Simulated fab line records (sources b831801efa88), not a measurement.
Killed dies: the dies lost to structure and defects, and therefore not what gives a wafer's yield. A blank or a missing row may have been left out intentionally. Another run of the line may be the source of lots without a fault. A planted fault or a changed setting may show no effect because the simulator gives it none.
Which tool was responsible? -- flow sky130 -- 15 lots with 45 wafers sampled at 6 steps, on a route of 708 steps

## WHAT THE GAUGES SHOWED, per wafer
SKY_VIA4_OVL_MEAS_11.
lot,measured,on,VIA4_OVL (nm)
L985,day 42 15:15,overlay-01,-0.6 -0.6 0.2
L986,day 43 03:56,overlay-01,0.0 0.5 0.3
L987,day 43 06:17,overlay-01,-2.4 -1.6 -1.1
L988,day 43 15:51,overlay-02,0.8 -0.6 -0.1
L989,day 43 22:45,overlay-02,-3.0 -2.3 -2.7
L990,day 44 16:58,overlay-02,0.9 -0.9 -0.9
L991,day 44 21:41,overlay-02,-0.2 -1.2 -1.0
L993,day 45 01:16,overlay-01,3.0 1.8 -0.6
L998,day 46 17:57,overlay-01,0.8 -1.3 -0.5
L999,day 46 23:19,overlay-02,0.1 0.5 -0.3
L101,day 47 00:18,overlay-02,-0.3 0.0 2.2
L103,day 47 16:07,overlay-02,0.4 3.2 1.7
L102,day 47 17:18,overlay-02,2.4 2.3 4.2
L104,day 47 21:09,overlay-02,2.1 1.8 1.1
L106,day 48 17:51,overlay-02,-2.6 -0.3 -1.3

SKY_METAL5_RS_MEAS_05: the measuring method here is four-point-probe.
lot,measured,on,METAL5_ALCU_RS (ohm/sq)
L985,day 42 16:50,film metro-04,0.0271 0.0269 0.0275
L986,day 43 05:32,film metro-01,0.0272 0.0268 0.0269
L987,day 43 08:16,film metro-01,0.0273 0.0269 0.0269
L988,day 43 17:26,film metro-01,0.0269 0.0269 0.0271
L989,day 44 00:34,film metro-04,0.0269 0.0268 0.0270
L990,day 44 18:34,film metro-03,0.0273 0.0270 0.0269
L991,day 44 23:22,film metro-03,0.0273 0.0269 0.0269
L993,day 45 02:51,film metro-04,0.0274 0.0274 0.0270
L998,day 46 19:31,film metro-01,0.0268 0.0146 0.0268 0.0269 0.0146 0.0268
L999,day 47 00:55,film metro-04,0.0276 0.0272 0.0148 0.0276 0.0272 0.0148
L101,day 47 02:01,film metro-01,0.0274 0.0274 0.0147 0.0274 0.0274 0.0147
L103,day 47 17:50,film metro-01,0.0272 0.0271 0.0273
L102,day 47 19:01,film metro-04,0.0271 0.0270 0.0270
L104,day 47 22:52,film metro-03,0.0278 0.0278 0.0280
L106,day 48 19:29,film metro-04,0.0276 0.0276 0.0276

SKY_METAL5_THK_MEAS_06: measures by xrf.
lot,measured,on,METAL5_ALCU_THK (nm)
L985,day 42 16:56,film metro-04,1144 1153 1127
L986,day 43 05:40,film metro-01,1123 1142 1137
L987,day 43 08:23,film metro-01,1128 1144 1135
L988,day 43 17:34,film metro-01,1137 1138 1127
L989,day 44 00:41,film metro-04,1165 1167 1152
L990,day 44 18:41,film metro-03,1146 1167 1171
L991,day 44 23:28,film metro-03,1150 1165 1162
L993,day 45 02:57,film metro-04,1126 1130 1142
L998,day 46 22:59,film metro-01,1153 2104 1141 1147 2096 1147
L999,day 47 03:39,film metro-04,1123 1133 2086 1122 1139 2080
L101,day 47 13:42,film metro-01,1124 1128 2083 1126 1126 2101
L103,day 47 17:57,film metro-01,1134 1134 1127
L102,day 47 19:08,film metro-04,1148 1153 1151
L104,day 47 22:59,film metro-03,1145 1134 1132
L106,day 48 19:35,film metro-04,1141 1134 1138

## WHICH TOOL RAN EACH LOT (tool, then ch and the chambers of the sampled wafers, then the start)
lot,SKY_VIA4_ETCH_12,SKY_METAL5_SPUTTER_02,SKY_METAL5_SPUTTER_04
L985,"rie diel-04 ch 2,3, day 42 15:16","pvd sputter-03, day 42 16:41","pvd sputter-03, day 42 16:44"
L986,"rie diel-03 ch 0,2, day 43 03:58","pvd sputter-01, day 43 05:25","pvd sputter-01, day 43 05:29"
L987,"rie diel-01 ch 0,2, day 43 06:19","pvd sputter-01, day 43 08:08","pvd sputter-01, day 43 08:13"
L988,"rie diel-04 ch 1,2,3, day 43 15:53","pvd sputter-03, day 43 17:19","pvd sputter-03, day 43 17:23"
L989,"rie diel-04 ch 0,1,3, day 43 22:47","pvd sputter-03, day 44 00:26","pvd sputter-03, day 44 00:31"
L990,"rie diel-03 ch 0,1,2, day 44 17:00","pvd sputter-03, day 44 18:27","pvd sputter-03, day 44 18:31"
L991,"rie diel-04 ch 0,1,2, day 44 21:43","pvd sputter-03, day 44 23:13","pvd sputter-03, day 44 23:17"
L993,"rie diel-01 ch 1,2,3, day 45 01:17","pvd sputter-01, day 45 02:41","pvd sputter-01, day 45 02:46"
L998,"rie diel-04 ch 0,1,3, day 46 17:59","pvd sputter-04, day 46 19:23","pvd sputter-04, day 46 19:28"
L999,"rie diel-01 ch 1,3, day 46 23:21","pvd sputter-04, day 47 00:48","pvd sputter-04, day 47 00:52"
L101,"rie diel-01 ch 0,1, day 47 00:20","pvd sputter-04, day 47 01:54","pvd sputter-04, day 47 01:58"
L103,"rie diel-01 ch 0,1,2, day 47 16:09","pvd sputter-01, day 47 17:43","pvd sputter-01, day 47 17:46"
L102,"rie diel-01 ch 0,1,2, day 47 17:20","pvd sputter-03, day 47 18:54","pvd sputter-03, day 47 18:58"
L104,"rie diel-01 ch 0,1,2, day 47 21:11","pvd sputter-03, day 47 22:45","pvd sputter-03, day 47 22:49"
L106,"rie diel-01 ch 1,3, day 48 17:52","pvd sputter-03, day 48 19:19","pvd sputter-03, day 48 19:23"
- SKY_VIA4_ETCH_12: etches SiO2 in C4F8/O2/Ar, stops on TiN, target depth 580 nm.
- SKY_METAL5_SPUTTER_02: material AlCu, target thk 1150 nm, time 61.2 s.
- SKY_METAL5_SPUTTER_04: material TiN, target thk 70 nm, time 58.3 s.

## WHAT THE TOOLS THEMSELVES READ (means of the sampled wafers that have a number; where no wafer has one, the mark that the record gives instead)
SKY_VIA4_ETCH_12.
lot,tool,oes product au (a.u.)
L985,rie diel-04,0.936
L986,rie diel-03,0.943
L987,rie diel-01,0.938
L988,rie diel-04,0.939
L989,rie diel-04,0.941
L990,rie diel-03,0.940
L991,rie diel-04,0.936
L993,rie diel-01,0.936
L998,rie diel-04,0.938
L999,rie diel-01,0.938
L101,rie diel-01,0.939
L103,rie diel-01,0.940
L102,rie diel-01,0.938
L104,rie diel-01,0.935
L106,rie diel-01,0.937

SKY_METAL5_SPUTTER_02.
lot,tool,throttle valve pct (%)
L985,pvd sputter-03,29.3
L986,pvd sputter-01,30.4
L987,pvd sputter-01,30.5
L988,pvd sputter-03,29.6
L989,pvd sputter-03,29.1
L990,pvd sputter-03,29.3
L991,pvd sputter-03,29.5
L993,pvd sputter-01,30.7
L998,pvd sputter-04,29.4
L999,pvd sputter-04,29.8
L101,pvd sputter-04,29.8
L103,pvd sputter-01,30.6
L102,pvd sputter-03,29.4
L104,pvd sputter-03,29.5
L106,pvd sputter-03,29.5

SKY_METAL5_SPUTTER_04.
lot,tool,throttle valve pct (%)
L985,pvd sputter-03,29.3
L986,pvd sputter-01,30.5
L987,pvd sputter-01,30.5
L988,pvd sputter-03,29.4
L989,pvd sputter-03,29.1
L990,pvd sputter-03,29.4
L991,pvd sputter-03,29.7
L993,pvd sputter-01,30.6
L998,pvd sputter-04,29.3
L999,pvd sputter-04,29.9
L101,pvd sputter-04,29.4
L103,pvd sputter-01,30.6
L102,pvd sputter-03,29.6
L104,pvd sputter-03,29.6
L106,pvd sputter-03,29.8

## THE ANSWER, worked out from the rows above alone
Rule: usual is defined by the lots themselves. Put in order of their means at a reading, lots are off if they are a third of the lots or fewer, leave a main group of 4 or more, and stand apart from it by a gap of 3 or more times the standard deviation of the main group's means; of several such gaps the widest counts. If all means in a main group match to the digits the tables above print for the reading, that group is not used. Also off: a lot with no number at a reading for which 4 or more lots have one. The other lots that the step has rows for count as sound. First the gauges in route order, then the tools' own readings, where a lot's mean is used as printed above. The first step at which some lot is off is used, and at that step the reading that is off furthest; a lot without a number counts as furthest.
Off: L998, L999, L101, seen at SKY_METAL5_RS_MEAS_05 (METAL5_ALCU_RS). The main group has a mean of 0.0272 ohm/sq with a standard deviation of 0.00027.
If a tool, at a process step before that reading, ran all the lots that are off and no sound lot after the first of them, it fits. The gauges at SKY_METAL5_RS_MEAS_05 are tried like those tools. One fits: pvd sputter-04 at SKY_METAL5_SPUTTER_02 and SKY_METAL5_SPUTTER_04. It ran no sound lot before its first lot that is off in this sample, so the start can't be narrowed down.

## WHAT HAD BEEN PUT IN BY THE SIMULATOR
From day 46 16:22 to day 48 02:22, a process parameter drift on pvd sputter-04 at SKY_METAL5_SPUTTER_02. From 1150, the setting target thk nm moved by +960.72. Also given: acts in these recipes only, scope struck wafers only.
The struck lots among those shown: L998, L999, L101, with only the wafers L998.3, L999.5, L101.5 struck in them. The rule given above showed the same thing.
